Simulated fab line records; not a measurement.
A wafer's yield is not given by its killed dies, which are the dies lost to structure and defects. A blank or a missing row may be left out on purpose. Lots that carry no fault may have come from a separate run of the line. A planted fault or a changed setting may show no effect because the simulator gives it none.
fab line records | flow sky130
[record] lots = 5 | wafers = 15 | last-day = 50
route steps=708 shown LI_CONTACT@375 LOCAL_INTERCONNECT@387 PAD_OPEN@708
lots untouched by any fault: they come from a run of this same line in which no faults occurred
start-h: hours from the record's first day to the start of the lot's first wafer shown | wait-h: how many hours have passed since the lot's step before this one | " repeats the value in the row above | L1.1+2: several wafers, shown together as one row | - no value, or no start was given | * or withheld: withheld | < > ~ a bound
route shown NAME@n: NAME is a module with steps in the file, n the number in the route of the first one | usual: mean/standard deviation taken from wafers without a fault | same: alike in all rows | chamber/n: place in a boat | sites: readings site by site | _std_site: standard deviation of those values | _edge_site: the outer-site mean with the inner-site mean subtracted | radius-mm: for every site, how far away it sits from the centre of the wafer | mask NAME#n: copy n | behind: the most recent tool/chamber to have shaped the wafer | hold: the reason the lot was held/the length of the hold in hours/how it ended | device: transistor that didn't switch, given as n, p or np | end of line: the route-end tests of the same wafers | a step with no rows: only its recipe | killed: dies lost to structure and defects at the first sort, not the wafer's yield | map: a wafer's dies, marking killed ones x, the rest . and places with no die _
set.NAME: the setting as run; set.NAME@STEP: as run at that earlier step | model.NAME: the simulator's own value behind a step, which no gauge read
lots at selected steps of the route; one table per step, one row per wafer
services: from which hour (start-h, from the record's first day; less than 0 if before it) a tool's chamber was out of use, for how many hours, and why
[[steps]]
[step SKY_LI_CONTACT_OVL_MEAS_13]
[usual] LI_CONTACT_OVL = -1/5.8
lot.wafer | tool       | chamber | start-h | wait-h | LI_CONTACT_OVL[nm]
L931.1    | overlay-02 | -       | 679.04  | 0.1    | 3
L931.4    | "          | -       | "       | "      | 14
L931.5    | "          | -       | "       | "      | -2
L936.2    | overlay-02 | -       | 736.78  | 0.1    | 0
L936.4    | "          | -       | "       | "      | 4
L936.5    | "          | -       | "       | "      | -6
L947.3    | overlay-02 | -       | 810.86  | 0.1    | -6
L947.4    | "          | -       | "       | "      | -10
L947.6    | "          | -       | "       | "      | -5
L950.3    | overlay-01 | -       | 834.30  | 0.1    | 0
L950.4    | "          | -       | "       | "      | -3
L950.5    | "          | -       | "       | "      | 5
L952.2    | overlay-01 | -       | 867.10  | 0.1    | 2
L952.4    | "          | -       | "       | "      | -3
L952.6    | "          | -       | "       | "      | -1
[step SKY_LI_CONTACT_ETCH_14]
[recipe] chemistry = N2/H2 | target = BARC | ion-energy-ev = 200 | source-w = 500 | bias-w = 100 | pressure-mtorr = 30 | n2-flow-sccm = 100 | h2-flow-sccm = 200 | stop-on = SiO2 | time-s = 45.9 | target-depth-a = 600
[usual] bias-w = 100.01/0.29 | drypump-motor-current-A = 5.9/0.5 | oes-product-au = 0.855/0.0045 | throttle-valve-pct = 13.224/0.0097
lot.wafer | tool        | chamber | start-h | wait-h | bias-w | drypump-motor-current-A | oes-product-au | rf-hours-counter-h | throttle-valve-pct
L931.1    | rie-diel-04 | 3       | 679.08  | 0.0    | 99.70  | 6.1                     | 0.858          | 11                 | 13.221
L931.4    | "           | 0       | "       | "      | 100.21 | 5.5                     | 0.860          | 9                  | 13.217
L931.5    | "           | 1       | "       | "      | 99.97  | 6.2                     | 0.856          | -                  | 13.221
L936.2    | rie-diel-01 | 1       | 736.81  | 0.0    | 100.12 | 5.7                     | 0.859          | 4                  | 13.254
L936.4    | "           | 0       | "       | "      | 99.76  | 6.5                     | 0.856          | 31                 | 13.227
L936.5    | "           | 1       | "       | "      | 99.23  | 5.7                     | 0.854          | -                  | 13.241
L947.3    | rie-diel-04 | 0       | 810.88  | 0.0    | 99.86  | 5.5                     | 0.856          | 10                 | 13.225
L947.4    | "           | 3       | "       | "      | 100.05 | 6.1                     | 0.850          | 12                 | 13.233
L947.6    | "           | 0       | "       | "      | 100.05 | 5.5                     | 0.860          | -                  | 13.209
L950.3    | rie-diel-01 | 0       | 834.33  | 0.0    | 100.64 | 6.4                     | 0.858          | 0                  | 13.233
L950.4    | "           | 2       | "       | "      | 99.93  | 6.6                     | 0.861          | 24                 | 13.220
L950.5    | "           | 2       | "       | "      | 100.01 | 6.6                     | 0.853          | -                  | 13.216
L952.2    | rie-diel-01 | 3       | 867.13  | 0.0    | 99.97  | 5.4                     | 0.851          | 13                 | 13.218
L952.4    | "           | 0       | "       | "      | 100.05 | 6.4                     | 0.851          | -                  | 13.231
L952.6    | "           | 3       | "       | "      | 99.60  | 5.4                     | 0.854          | -                  | 13.218
[step SKY_LI_CONTACT_ETCH_15]
[recipe] target = PSG | chemistry = C4F8/O2/Ar | stop-on = Si | taper-deg = 4.15 | mask-material = KrF-thick | source-w = 1500 | bias-w = 1200 | pressure-mtorr = 40 | c4f8-flow-sccm = withheld | O2_flow_sccm = 6 | Ar_flow_sccm = 300 | time-s = withheld | target-depth-a = 6000
[usual] bias-w = 1200/3.4 | oes-product-au = 0.836/0.0047
lot.wafer | tool        | chamber | start-h | wait-h | bias-w | oes-product-au
L931.1    | rie-diel-04 | 0       | 679.12  | 0.0    | 1203   | 0.834
L931.4    | "           | 3       | "       | "      | 1206   | 0.836
L931.5    | "           | 0       | "       | "      | 1197   | 0.833
L936.2    | rie-diel-01 | 1       | 736.85  | 0.0    | 1202   | 0.845
L936.4    | "           | 0       | "       | "      | 1200   | 0.838
L936.5    | "           | 1       | "       | "      | 1195   | 0.842
L947.3    | rie-diel-04 | 0       | 810.92  | 0.0    | 1198   | 0.836
L947.4    | "           | 3       | "       | "      | 1203   | 0.839
L947.6    | "           | 0       | "       | "      | 1200   | 0.830
L950.3    | rie-diel-01 | 0       | 834.37  | 0.0    | 1198   | 0.841
L950.4    | "           | 2       | "       | "      | 1198   | 0.846
L950.5    | "           | 2       | "       | "      | 1198   | 0.836
L952.2    | rie-diel-01 | 3       | 867.17  | 0.0    | 1202   | 0.829
L952.4    | "           | 0       | "       | "      | 1200   | 0.840
L952.6    | "           | 3       | "       | "      | 1202   | 0.828
[step SKY_LI_CONTACT_STRIP_16]
[recipe] chemistry = O2/N2 | power-w = 1400 | pressure-mtorr = 1500 | platen-temp-c = withheld | o2-flow-sccm = 3000 | n2-flow-sccm = 300 | overash-fraction = 0.5
[usual] drypump-motor-current-A = 5.95/0.28 | oes-product-au = 0.377/0.0051 | strip-time-to-endpoint-s = 3.50/0.04
lot.wafer | tool            | chamber | start-h | wait-h | drypump-motor-current-A | oes-product-au | rf-hours-counter-h | strip-time-to-endpoint-s
L931.1    | plasma-asher-04 | 0       | 679.21  | -      | 5.99                    | 0.377          | 93                 | 3.47
L931.4    | "               | 0       | "       | "      | 6.02                    | 0.380          | -                  | 3.53
L931.5    | "               | 1       | "       | "      | 6.07                    | 0.379          | -                  | 3.47
L936.2    | plasma-asher-02 | 0       | 736.94  | -      | 5.83                    | 0.373          | 89                 | 3.42
L936.4    | "               | 1       | "       | "      | 5.47                    | 0.377          | -                  | 3.55
L936.5    | "               | 1       | "       | "      | 5.46                    | 0.372          | -                  | 3.43
L947.3    | plasma-asher-04 | 1       | 811.04  | -      | 6.09                    | 0.380          | -                  | 3.47
L947.4    | "               | 0       | "       | "      | 6.07                    | 0.393          | -                  | 3.53
L947.6    | "               | 1       | "       | "      | 6.05                    | 0.371          | -                  | 3.48
L950.3    | plasma-asher-04 | 0       | 834.49  | -      | 6.06                    | 0.377          | -                  | 3.49
L950.4    | "               | 1       | "       | "      | 6.01                    | 0.372          | -                  | 3.54
L950.5    | "               | 1       | "       | "      | 6.02                    | 0.379          | -                  | 3.56
L952.2    | plasma-asher-02 | 1       | 867.25  | -      | 5.45                    | 0.368          | 103                | 3.47
L952.4    | "               | 1       | "       | "      | 5.46                    | 0.375          | -                  | 3.46
L952.6    | "               | 0       | "       | "      | 5.89                    | 0.383          | -                  | 3.46
[step SKY_LI_CONTACT_CLEAN_17]
[recipe] chemistry = NMP | time-s = 600 | temp-c = 60 | dry = n2-spin
[step SKY_LI_CONTACT_PRE_CLEAN_18]
[recipe] gas = Ar | time-s = 5.6 | bias-v = 358
[step SKY_LI_CONTACT_SPUTTER_19]
[recipe] material = Ti | target-thk-nm = 20 | chamber-pressure-pa = 5 | power-w = 2500 | substrate-temp-c = 200 | time-s = 106.37
[usual] cathode-dc-power-W = 2500.0/0.46 | throttle-valve-pct = 30.0/1.2
lot.wafer | tool           | chamber | start-h | wait-h | cathode-dc-power-W | throttle-valve-pct
L931.1    | pvd-sputter-01 | -       | 679.50  | 0.0    | 2500.2             | 28.4
L931.4    | "              | -       | "       | "      | 2500.0             | 31.1
L931.5    | "              | -       | "       | "      | 2500.1             | 29.0
L936.2    | pvd-sputter-04 | -       | 737.23  | 0.0    | 2499.5             | 30.6
L936.4    | "              | -       | "       | "      | 2499.9             | 30.2
L936.5    | "              | -       | "       | "      | 2500.1             | 31.1
L947.3    | pvd-sputter-01 | -       | 811.32  | 0.0    | 2500.0             | 29.1
L947.4    | "              | -       | "       | "      | 2499.9             | 31.0
L947.6    | "              | -       | "       | "      | 2500.1             | 28.2
L950.3    | pvd-sputter-01 | -       | 834.79  | 0.0    | 2500.6             | 28.1
L950.4    | "              | -       | "       | "      | 2499.8             | 31.1
L950.5    | "              | -       | "       | "      | 2500.4             | 31.3
L952.2    | pvd-sputter-01 | -       | 867.55  | 0.0    | 2499.9             | 28.2
L952.4    | "              | -       | "       | "      | 2499.8             | 29.1
L952.6    | "              | -       | "       | "      | 2500.2             | 32.0
[step SKY_LI_CONTACT_SPUTTER_20]
[recipe] material = TiN | target-thk-nm = 20 | chamber-pressure-pa = 5 | power-w = 4000 | time-s = 80
[step SKY_LI_CONTACT_CVD_21]
[recipe] material = W | target-thk-nm = 400 | time-s = 120.56 | temp-c = 400 | pressure-torr = 40
[step SKY_LI_CONTACT_RS_MEAS_22]
[recipe] thk-meas-gauge = four-point-probe | reads = W_of_LI_CONTACT_CVD_21+TiN_of_LI_CONTACT_SPUTTER_20+Ti_of_LI_CONTACT_SPUTTER_19
[usual] LI_CONTACT_W_RS = 0.288/0.0033
lot.wafer | tool          | chamber | start-h | wait-h | LI_CONTACT_W_RS[ohm/sq]
L931.1    | film-metro-04 | -       | 679.76  | 0.1    | 0.289
L931.4    | "             | -       | "       | "      | 0.288
L931.5    | "             | -       | "       | "      | 0.293
L936.2    | film-metro-01 | -       | 737.51  | 0.1    | 0.291
L936.4    | "             | -       | "       | "      | 0.286
L936.5    | "             | -       | "       | "      | 0.290
L947.3    | film-metro-01 | -       | 811.62  | 0.1    | 0.284
L947.4    | "             | -       | "       | "      | 0.280
L947.6    | "             | -       | "       | "      | 0.282
L950.3    | film-metro-04 | -       | 835.10  | 0.1    | 0.293
L950.4    | "             | -       | "       | "      | 0.296
L950.5    | "             | -       | "       | "      | 0.296
L952.2    | film-metro-01 | -       | 867.83  | 0.1    | 0.286
L952.4    | "             | -       | "       | "      | 0.291
L952.6    | "             | -       | "       | "      | 0.290
[step SKY_LI_CONTACT_THK_MEAS_23]
[recipe] thk-meas-gauge = xrf | reads = W_of_LI_CONTACT_CVD_21
[usual] LI_CONTACT_W_THK = 403/6.7
lot.wafer | tool          | chamber | start-h | wait-h | LI_CONTACT_W_THK[nm]
L931.1    | film-metro-04 | -       | 679.88  | 0.1    | 412
L931.4    | "             | -       | "       | "      | 407
L931.5    | "             | -       | "       | "      | 400
L936.2    | film-metro-01 | -       | 737.62  | 0.1    | 402
L936.4    | "             | -       | "       | "      | 405
L936.5    | "             | -       | "       | "      | 401
L947.3    | film-metro-01 | -       | 811.72  | 0.1    | 416
L947.4    | "             | -       | "       | "      | 421
L947.6    | "             | -       | "       | "      | 419
L950.3    | film-metro-04 | -       | 835.20  | 0.1    | 398
L950.4    | "             | -       | "       | "      | 393
L950.5    | "             | -       | "       | "      | 393
L952.2    | film-metro-01 | -       | 867.94  | 0.1    | 412
L952.4    | "             | -       | "       | "      | 406
L952.6    | "             | -       | "       | "      | 403
[step SKY_LI_CONTACT_CMP_24]
[recipe] stop-on = PSG | t-overpolish-s = 20 | down-force-psi = 3.5 | platen-rpm = 60 | target-thk-nm = 0 | pad-velocity-m-s = 0.94248
[step SKY_LOCAL_INTERCONNECT_SPUTTER_00]
[recipe] material = TiN | target-thk-nm = 100 | temp-c = 300 | power-w = 6500 | time-s = 83.3 | chamber-pressure-pa = 0.4
[usual] cathode-dc-power-W = 6500.0/1.2 | throttle-valve-pct = 29.6/1.2
lot.wafer | tool           | chamber | start-h | wait-h | cathode-dc-power-W | throttle-valve-pct | model.TiN_of_LOCAL_INTERCONNECT_SPUTTER_00.thk-nm
L931.1    | pvd-sputter-04 | -       | 680.24  | 0.2    | 6502.0             | 30.5               | 100.8
L931.4    | "              | -       | "       | "      | 6499.9             | 30.9               | 101.3
L931.5    | "              | -       | "       | "      | 6500.9             | 28.6               | 99.23
L936.2    | pvd-sputter-04 | -       | 737.97  | 0.1    | 6498.9             | 30.5               | 99.86
L936.4    | "              | -       | "       | "      | 6499.5             | 30.3               | 100.9
L936.5    | "              | -       | "       | "      | 6500.0             | 30.2               | 101.1
L947.3    | pvd-sputter-04 | -       | 812.06  | 0.1    | 6502.0             | 28.9               | 100.3
L947.4    | "              | -       | "       | "      | 6499.8             | 30.7               | 126.5
L947.6    | "              | -       | "       | "      | 6500.1             | 28.7               | 100.2
L950.3    | pvd-sputter-02 | -       | 835.64  | 0.1    | 6500.0             | 28.3               | 100.6
L950.4    | "              | -       | "       | "      | 6499.3             | 28.1               | 100.5
L950.5    | "              | -       | "       | "      | 6503.1             | 28.3               | 100.4
L952.2    | pvd-sputter-01 | -       | 868.29  | 0.1    | 6501.3             | 28.9               | 97.68
L952.4    | "              | -       | "       | "      | 6499.2             | 31.3               | 100.6
L952.6    | "              | -       | "       | "      | 6499.5             | 31.7               | 97.55
[step SKY_LOCAL_INTERCONNECT_RS_MEAS_01]
[recipe] thk-meas-gauge = four-point-probe | reads = TiN_of_LOCAL_INTERCONNECT_SPUTTER_00
[usual] LOCAL_INTERCONNECT_TIN_RS = 14.19/0.18
lot.wafer | tool          | chamber | start-h | wait-h | LOCAL_INTERCONNECT_TIN_RS[ohm/sq]
L931.1    | film-metro-02 | -       | 680.31  | 0.0    | 14.06
L931.4    | "             | -       | "       | "      | 13.96
L931.5    | "             | -       | "       | "      | 14.27
L936.2    | film-metro-02 | -       | 738.06  | 0.1    | 14.17
L936.4    | "             | -       | "       | "      | 14.04
L936.5    | "             | -       | "       | "      | 14.02
L947.3    | film-metro-02 | -       | 812.16  | 0.1    | 14.11
L947.4    | "             | -       | "       | "      | 11.08
L947.6    | "             | -       | "       | "      | 14.11
L950.3    | film-metro-04 | -       | 835.74  | 0.1    | 14.05
L950.4    | "             | -       | "       | "      | 14.06
L950.5    | "             | -       | "       | "      | 14.06
L952.2    | film-metro-01 | -       | 868.37  | 0.1    | 14.49
L952.4    | "             | -       | "       | "      | 14.06
L952.6    | "             | -       | "       | "      | 14.53
[step SKY_LOCAL_INTERCONNECT_THK_MEAS_02]
[recipe] thk-meas-gauge = xrf | reads = TiN_of_LOCAL_INTERCONNECT_SPUTTER_00
[usual] LOCAL_INTERCONNECT_TIN_THK = 98.6/1.1
lot.wafer | tool          | chamber | start-h | wait-h | LOCAL_INTERCONNECT_TIN_THK[nm]
L931.1    | film-metro-02 | -       | 680.43  | 0.1    | 99.7
L931.4    | "             | -       | "       | "      | 100.3
L931.5    | "             | -       | "       | "      | 98.0
L936.2    | film-metro-02 | -       | 738.17  | 0.1    | 98.1
L936.4    | "             | -       | "       | "      | 98.7
L936.5    | "             | -       | "       | "      | 99.1
L947.3    | film-metro-02 | -       | 812.26  | 0.1    | 98.6
L947.4    | "             | -       | "       | "      | 124.3
L947.6    | "             | -       | "       | "      | 98.3
L950.3    | film-metro-04 | -       | 835.84  | 0.1    | 98.9
L950.4    | "             | -       | "       | "      | 98.8
L950.5    | "             | -       | "       | "      | 99.0
L952.2    | film-metro-01 | -       | 868.48  | 0.1    | 97.3
L952.4    | "             | -       | "       | "      | 100.1
L952.6    | "             | -       | "       | "      | 97.1
[step SKY_LOCAL_INTERCONNECT_DEHYDRATE_03]
[recipe] temp-c = 200 | time-s = 60
[step SKY_LOCAL_INTERCONNECT_HMDS_04]
[recipe] prime-time-s = 60 | prime-temp-c = 120
[step SKY_LOCAL_INTERCONNECT_COAT_05]
[recipe] resist = BARC | temp-c = withheld | time-s = withheld | spin-rpm = 3000 | resist-thk-nm = 60
[step SKY_LOCAL_INTERCONNECT_COAT_06]
[recipe] resist = KrF-thick | spin-rpm = 3000 | resist-thk-nm = 450
[step SKY_LOCAL_INTERCONNECT_SOFTBAKE_07]
[recipe] temp-c = 100 | time-s = 90 | resist = KrF-thick
[step SKY_LOCAL_INTERCONNECT_EXPOSE_08]
[recipe] mask-id = LI1M | na = 0.8 | source-shape = annular | sigma-inner = 0.55 | sigma-outer = 0.85 | target-cd-nm = 170 | dose-mj = 28
[step SKY_LOCAL_INTERCONNECT_PEB_09]
[recipe] peb-temp-c = withheld | peb-time-s = withheld | resist = KrF-thick
[step SKY_LOCAL_INTERCONNECT_DEVELOP_10]
[recipe] develop-time-s = 60 | resist = KrF-thick | dev-temp-c = 21
[step SKY_LOCAL_INTERCONNECT_CD_MEAS_11]
[recipe] target-cd-nm = 170
[usual] cd-nm = 169.9/1.7
lot.wafer | tool      | chamber | start-h | wait-h | cd-nm
L931.1    | cd-sem-02 | -       | 709.22  | -      | 170.8
L931.4    | "         | -       | "       | "      | 172.4
L931.5    | "         | -       | "       | "      | 172.6
L936.2    | cd-sem-02 | -       | 766.18  | -      | 170.1
L936.4    | "         | -       | "       | "      | 169.5
L936.5    | "         | -       | "       | "      | 169.3
L947.3    | cd-sem-02 | -       | 838.70  | -      | 171.8
L947.4    | "         | -       | "       | "      | 172.0
L947.6    | "         | -       | "       | "      | 171.7
L950.3    | cd-sem-01 | -       | 862.63  | -      | 170.0
L950.4    | "         | -       | "       | "      | 169.8
L950.5    | "         | -       | "       | "      | 169.9
L952.2    | cd-sem-02 | -       | 894.79  | -      | 169.0
L952.4    | "         | -       | "       | "      | 167.5
L952.6    | "         | -       | "       | "      | 166.6
[step SKY_LOCAL_INTERCONNECT_OVL_MEAS_12]
[usual] LOCAL_INTERCONNECT_OVL = -1/5.4
lot.wafer | tool       | chamber | start-h | wait-h | LOCAL_INTERCONNECT_OVL[nm]
L931.1    | overlay-02 | -       | 709.34  | 0.1    | -6
L931.4    | "          | -       | "       | "      | -7
L931.5    | "          | -       | "       | "      | -1
L936.2    | overlay-02 | -       | 766.29  | 0.1    | 9
L936.4    | "          | -       | "       | "      | 7
L936.5    | "          | -       | "       | "      | 0
L947.3    | overlay-01 | -       | 838.79  | 0.1    | -11
L947.4    | "          | -       | "       | "      | -7
L947.6    | "          | -       | "       | "      | -9
L950.3    | overlay-01 | -       | 862.73  | 0.1    | 0
L950.4    | "          | -       | "       | "      | -2
L950.5    | "          | -       | "       | "      | -4
L952.2    | overlay-02 | -       | 894.90  | 0.1    | -5
L952.4    | "          | -       | "       | "      | -1
L952.6    | "          | -       | "       | "      | -4
[step SKY_LOCAL_INTERCONNECT_ETCH_13]
[recipe] chemistry = N2/H2 | target = BARC | ion-energy-ev = 200 | bias-w = 100 | pressure-mtorr = 30 | n2-flow-sccm = 100 | h2-flow-sccm = 200 | icp-w = 500 | stop-on = SiO2 | time-s = 45.9 | target-depth-a = 600
[step SKY_LOCAL_INTERCONNECT_METAL_ETCH_14]
[recipe] target-depth-nm = 110 | stop-on = PSG | chemistry = Cl2/BCl3 | target = TiN | resist-sidewall-deg = 88 | pressure-mtorr = 10 | icp-w = 900 | bias-w = 48.5 | Cl2_flow_sccm = 60 | bcl3-flow-sccm = 30 | time-s = 30.26
[usual] bias-w = 48.50/0.15 | drypump-motor-current-A = 5.9/0.44 | oes-product-au = 0.960/0.0074 | throttle-valve-pct = 21.888/0.01
lot.wafer | tool         | chamber | start-h | wait-h | bias-w | drypump-motor-current-A | oes-product-au | rf-hours-counter-h | throttle-valve-pct
L931.1    | rie-metal-04 | 1       | 709.44  | 0.0    | 48.46  | 6.4                     | 0.961          | 6                  | 21.875
L931.4    | "            | 0       | "       | "      | 48.49  | 6.1                     | 0.967          | -                  | 21.883
L931.5    | "            | 1       | "       | "      | 48.40  | 6.4                     | 0.953          | -                  | 21.885
L936.2    | rie-metal-01 | 0       | 766.38  | 0.0    | 48.44  | 5.9                     | 0.965          | 13                 | 21.879
L936.4    | "            | 1       | "       | "      | 48.54  | 5.1                     | 0.973          | -                  | 21.873
L936.5    | "            | 1       | "       | "      | 48.64  | 5.1                     | 0.969          | -                  | 21.878
L947.3    | rie-metal-01 | 1       | 838.90  | 0.0    | 48.61  | 5.1                     | 0.961          | -                  | 21.903
L947.4    | "            | 0       | "       | "      | 48.30  | 5.9                     | 1.008          | -                  | 21.846
L947.6    | "            | 0       | "       | "      | 48.20  | 5.9                     | 0.967          | -                  | 21.878
L950.3    | rie-metal-04 | 0       | 862.83  | 0.0    | 48.69  | 6.2                     | 0.960          | -                  | 21.895
L950.4    | "            | 1       | "       | "      | 48.41  | 6.3                     | 0.960          | -                  | 21.889
L950.5    | "            | 1       | "       | "      | 48.45  | 6.4                     | 0.955          | -                  | 21.896
L952.2    | rie-metal-02 | 0       | 894.99  | 0.0    | 48.66  | 5.5                     | 0.945          | 9                  | 21.896
L952.4    | "            | 1       | "       | "      | 48.63  | 5.8                     | 0.965          | -                  | 21.889
L952.6    | "            | 1       | "       | "      | 48.34  | 5.8                     | 0.950          | -                  | 21.906
[step SKY_LOCAL_INTERCONNECT_STRIP_15]
[recipe] chemistry = O2/N2 | power-w = 1400 | pressure-mtorr = 1500 | platen-temp-c = withheld | o2-flow-sccm = 3000 | n2-flow-sccm = 300 | overash-fraction = 0.5
[usual] drypump-motor-current-A = 5.6/0.33 | oes-product-au = 0.428/0.0045 | strip-time-to-endpoint-s = 4.750/0.03
lot.wafer | tool            | chamber | start-h | wait-h | drypump-motor-current-A | oes-product-au | rf-hours-counter-h | strip-time-to-endpoint-s
L931.1    | plasma-asher-01 | 1       | 709.49  | 0.0    | 5.2                     | 0.436          | 28                 | 4.780
L931.4    | "               | 0       | "       | "      | 5.3                     | 0.430          | -                  | 4.752
L931.5    | "               | 1       | "       | "      | 5.1                     | 0.429          | -                  | 4.807
L936.2    | plasma-asher-01 | 1       | 766.43  | 0.0    | 5.2                     | 0.440          | 33                 | 4.726
L936.4    | "               | 0       | "       | "      | 5.2                     | 0.423          | -                  | 4.723
L936.5    | "               | 0       | "       | "      | 5.2                     | 0.419          | -                  | 4.723
L947.3    | plasma-asher-02 | 0       | 838.97  | 0.1    | 5.8                     | 0.430          | -                  | 4.696
L947.4    | "               | 1       | "       | "      | 5.4                     | 0.427          | -                  | 4.693
L947.6    | "               | 1       | "       | "      | 5.5                     | 0.428          | -                  | 4.717
L950.3    | plasma-asher-04 | 0       | 862.90  | 0.1    | 6.0                     | 0.422          | -                  | 4.774
L950.4    | "               | 1       | "       | "      | 6.0                     | 0.428          | -                  | 4.795
L950.5    | "               | 1       | "       | "      | 6.0                     | 0.434          | -                  | 4.784
L952.2    | plasma-asher-01 | 0       | 895.04  | 0.0    | 5.2                     | 0.425          | 45                 | 4.741
L952.4    | "               | 1       | "       | "      | 5.2                     | 0.425          | -                  | 4.826
L952.6    | "               | 0       | "       | "      | 5.3                     | 0.431          | -                  | 4.799
[step SKY_LOCAL_INTERCONNECT_STRIP_16]
[recipe] chemistry = post-etch-residue-remover | time-s = 1200 | temp-c = 72.5
lot.wafer | tool         | chamber | start-h | wait-h | model.TiN_of_LOCAL_INTERCONNECT_SPUTTER_00.thk-nm
L931.1    | wet-bench-02 | 2       | 709.59  | 0.1    | 100.4
L931.4    | "            | 2       | "       | "      | 100.9
L931.5    | "            | 2       | "       | "      | 98.81
L936.2    | wet-bench-03 | 0       | 766.53  | 0.1    | 99.44
L936.4    | "            | 0       | "       | "      | 100.5
L936.5    | "            | 0       | "       | "      | 100.6
L947.3    | wet-bench-02 | 1       | 839.03  | 0.0    | 99.86
L947.4    | "            | 1       | "       | "      | 126.1
L947.6    | "            | 1       | "       | "      | 99.81
L950.3    | wet-bench-02 | 2       | 862.96  | 0.0    | 100.2
L950.4    | "            | 2       | "       | "      | 100.1
L950.5    | "            | 2       | "       | "      | 99.96
L952.2    | wet-bench-02 | 1       | 895.14  | 0.1    | 97.27
L952.4    | "            | 1       | "       | "      | 100.2
L952.6    | "            | 1       | "       | "      | 97.14
[step SKY_LOCAL_INTERCONNECT_CLEAN_17]
[recipe] chemistry = IPA | time-s = 180 | temp-c = 25
[step SKY_PAD_OPEN_PROBE_99]
[usual] killed_at_M0_to_M3 = 42/6.9 | killed_at_M4_up = 3.2/1.7 | killed-at-contacts = 25/5.1 | killed-at-front-end = 15/4.5 | killed-at-other = 0.4/0.63 | killed-dies = 86/9.3 | killed-open = 46/7 | killed-short = 39/6.9
[same] gross-dies = 492 | killed-at-back-side = 0
lot.wafer | tool      | chamber | start-h | wait-h | killed_at_M0_to_M3 | killed_at_M4_up | killed-at-contacts | killed-at-front-end | killed-at-other | killed-dies | killed-open | killed-short
L936.2    | prober-01 | -       | 1123.83 | 0.1    | 40                 | 2               | 30                 | 13                  | 0               | 85          | 52          | 33
L936.4    | prober-01 | -       | 1123.93 | 0.2    | 54                 | 5               | 27                 | 23                  | 2               | 111         | 51          | 58
L936.5    | prober-01 | -       | 1123.98 | 0.2    | 36                 | 6               | 23                 | 16                  | 1               | 82          | 46          | 35
// killed by level:class
L936.2 VIA1:geometric-particle:open=14 CONTACT:geometric-particle:open=12 LI_CONTACT:geometric-particle:open=9 METAL1:geometric-particle:short=7 CONTACT:geometric-particle:short=6 FIELD_ISO:geometric-particle:short=3 FIELD_ISO:geometric-particle:open=3 POLY_GATE:geometric-particle:open=3
L936.4 VIA1:geometric-particle:open=11 LI_CONTACT:geometric-particle:open=10 FIELD_ISO:geometric-particle:short=7 METAL1:geometric-particle:short=7 VIA1:geometric-particle:short=7 METAL2:geometric-particle:short=7 VIA2:geometric-particle:open=7 CONTACT:geometric-particle:open=6
L936.5 CONTACT:geometric-particle:open=11 VIA1:geometric-particle:open=8 VIA3:geometric-particle:open=7 LI_CONTACT:geometric-particle:open=5 VIA1:geometric-particle:short=5 LI_CONTACT:geometric-particle:short=4 METAL3:geometric-particle:short=4 METAL4:geometric-particle:short=4
[[services]]
tool            | chamber | start-h | hours | kind
rie-diel-04     | 0       | 664.25  | 4.0   | repair
rie-diel-04     | 1       | 666.64  | 1.3   | repair
plasma-asher-01 | -       | 679.05  | 14.7  | repair
plasma-asher-02 | -       | 691.80  | 0.5   | repair
plasma-asher-01 | -       | 693.75  | 2.8   | pm
pvd-sputter-04  | -       | 699.35  | 7.9   | repair
rie-diel-04     | -       | 704.10  | 2.8   | pm
plasma-asher-01 | -       | 709.86  | 2.4   | repair
pvd-sputter-01  | -       | 714.41  | 0.7   | repair
rie-diel-04     | -       | 728.15  | 76.0  | repair
plasma-asher-04 | -       | 733.75  | 9.0   | pm
plasma-asher-01 | -       | 738.93  | 9.2   | repair
rie-diel-04     | 3       | 745.12  | 5.5   | repair
plasma-asher-04 | -       | 750.26  | 10.0  | pm
rie-diel-04     | -       | 761.17  | 1.8   | repair
pvd-sputter-01  | -       | 761.43  | 2.8   | repair
wet-bench-02    | -       | 794.44  | 2.4   | repair
pvd-sputter-01  | -       | 796.74  | 4.7   | repair
plasma-asher-04 | -       | 797.02  | 2.8   | pm
plasma-asher-02 | -       | 812.74  | 3.3   | repair
rie-diel-04     | -       | 854.65  | 0.6   | repair
rie-diel-04     | 1       | 860.03  | 1.4   | repair
wet-bench-02    | -       | 872.08  | 3.0   | repair
wet-bench-02    | -       | 882.03  | 0.9   | repair
[[key]]
[first-sign] step = SKY_LOCAL_INTERCONNECT_RS_MEAS_01 | reading = LOCAL_INTERCONNECT_TIN_RS | direction = down | sigmas = 17 | usual = 14.19 | struck = 11.08
[effect] step = SKY_LOCAL_INTERCONNECT_THK_MEAS_02 | reading = LOCAL_INTERCONNECT_TIN_THK | direction = up | sigmas = 22 | usual = 98.6 | struck = 124.3
[effect] step = SKY_LOCAL_INTERCONNECT_METAL_ETCH_14 | reading = oes-product-au | direction = up | sigmas = 6.5 | usual = 0.960 | struck = 1.008
[model-effect] step = SKY_LOCAL_INTERCONNECT_SPUTTER_00 | value = TiN_of_LOCAL_INTERCONNECT_SPUTTER_00.thk-nm | without = 99.53 | struck = 126.5
[model-effect] step = SKY_LOCAL_INTERCONNECT_STRIP_16 | value = TiN_of_LOCAL_INTERCONNECT_SPUTTER_00.thk-nm | without = 99.12 | struck = 126.1
met-at SKY_LOCAL_INTERCONNECT_SPUTTER_00
struck-wafers L947.4
tester-left-out L947
onset-between 737.97 812.06
[fault] kind = process-parameter-drift | tool = pvd-sputter-04 | chamber = - | onset-h = 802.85 | steps = SKY_LOCAL_INTERCONNECT_SPUTTER_00 | channel = target-thk-nm | offset = 26.967 | shape = step | end-h = 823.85 | acts-in = these-recipes-only | stated = 100 | scope = struck-wafers-only
// tester-left-out: of these lots the tester's yield and bins aren't shown, on N5 and GAA mostly nor the transistor test; their killed dies are dies lost to structure and defects alone, not to doping, threshold or leakage, so they don't give the yield
